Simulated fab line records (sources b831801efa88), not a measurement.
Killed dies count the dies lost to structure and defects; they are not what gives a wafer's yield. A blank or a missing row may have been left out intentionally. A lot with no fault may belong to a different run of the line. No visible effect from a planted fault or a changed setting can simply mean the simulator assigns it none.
Matching of chambers	flow sfq_line	SFQ_TRILAYER_I3_CMP_CMP_082 on cmp-02: 4 sister chambers
The step polishes SiO2. 8 wafers are shown with their chamber, then 9 later ones without.

WAFERS, EACH WITH ITS CHAMBER
wafer	chamber	motor_current_A (A)	time_to_endpoint_s (s)
L997.1	0	9.9	217
L999.4	0	10.3	224
L108.5	1	12.7	216
L109.4	2	9.6	215
L109.5	1	12.3	208
L113.4	3	12.4	211
L113.1	2	9.7	201
L113.5	3	12.0	221

WAFERS WITH NO CHAMBER GIVEN
wafer	motor_current_A (A)	time_to_endpoint_s (s)
L114.1	12.8	205
L114.4	9.9	220
L114.6	10.4	218
L115.2	9.2	200
L115.1	13.5	208
L115.6	11.8	207
L116.4	9.4	211
L116.2	12.5	201
L116.5	12.8	215

EACH ONE'S CHAMBER
wafer	from the rows above	in truth
L114.1	can't be placed: 1 or 3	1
L114.4	can't be placed: 0 or 2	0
L114.6	0	0
L115.2	2	2
L115.1	can't be placed: 1 or 3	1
L115.6	can't be placed: 3 or 1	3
L116.4	2	2
L116.2	can't be placed: 1 or 3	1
L116.5	can't be placed: 1 or 3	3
Placed correctly: 3 of 9. These rows do not allow placing 6 (true chamber among the candidates in 6). 0 placed wrongly.
How it was worked out, from the rows above alone: a wafer's distance from a chamber is the root of the sum, over the readings, of the square of ((its reading less the chamber's mean) divided by the reading's scatter). The wafer belongs to the nearest chamber; if the next one is less than 2 further off, it can't be placed. Each chamber's mean is taken over the wafers shown for it. How the scatter is found: for the shown wafers, subtract from each reading the mean of its chamber, square and add these, divide the total by (wafers less chambers), then take the root.
